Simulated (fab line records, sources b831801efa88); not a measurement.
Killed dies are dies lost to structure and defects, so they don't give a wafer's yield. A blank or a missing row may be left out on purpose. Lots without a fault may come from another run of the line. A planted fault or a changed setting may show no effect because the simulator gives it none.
Which tool did it? | flow gf180mcu | 7 lots, 21 wafers sampled, at 1 step of a route of 602

WHAT THE GAUGES READ, wafer by wafer
GF_V3_BOW_MEAS_05.
lot  | measured     | on            | V3_BOW (um)
L654 | day 22 08:30 | film_metro-01 | 135 134 128
L656 | day 22 20:03 | film_metro-01 | 101 112 107
L659 | day 24 00:18 | film_metro-04 | 126 114 135
L664 | day 25 12:21 | film_metro-04 | 143 132 131
L670 | day 27 08:16 | film_metro-04 | 109 106 91
L673 | day 28 09:32 | film_metro-03 | 122 117 127
L675 | day 28 20:51 | film_metro-01 | 133 113 123

WHICH TOOL RAN EACH LOT (tool, then ch and the chambers of the sampled wafers, then the start)
The record holds no process step before these readings.

THE ANSWER, worked out from the rows above alone
Rule: what is usual is taken from the lots themselves. Put in order of their means at a reading, lots are off if they are a third of the lots or fewer, leave a main group of 4 or more, and stand apart from it by a gap of 3 or more times the standard deviation of the main group's means; of several such gaps the widest counts. A main group whose means are all the same, to the digits that the tables above print for the reading, isn't used. A lot without any number at a reading at which 4 lots or more have one is off too. The other lots that the step has rows for count as sound.
No lot is off at any reading shown: from this, nothing can be told.

WHAT THE SIMULATOR HAD PUT IN
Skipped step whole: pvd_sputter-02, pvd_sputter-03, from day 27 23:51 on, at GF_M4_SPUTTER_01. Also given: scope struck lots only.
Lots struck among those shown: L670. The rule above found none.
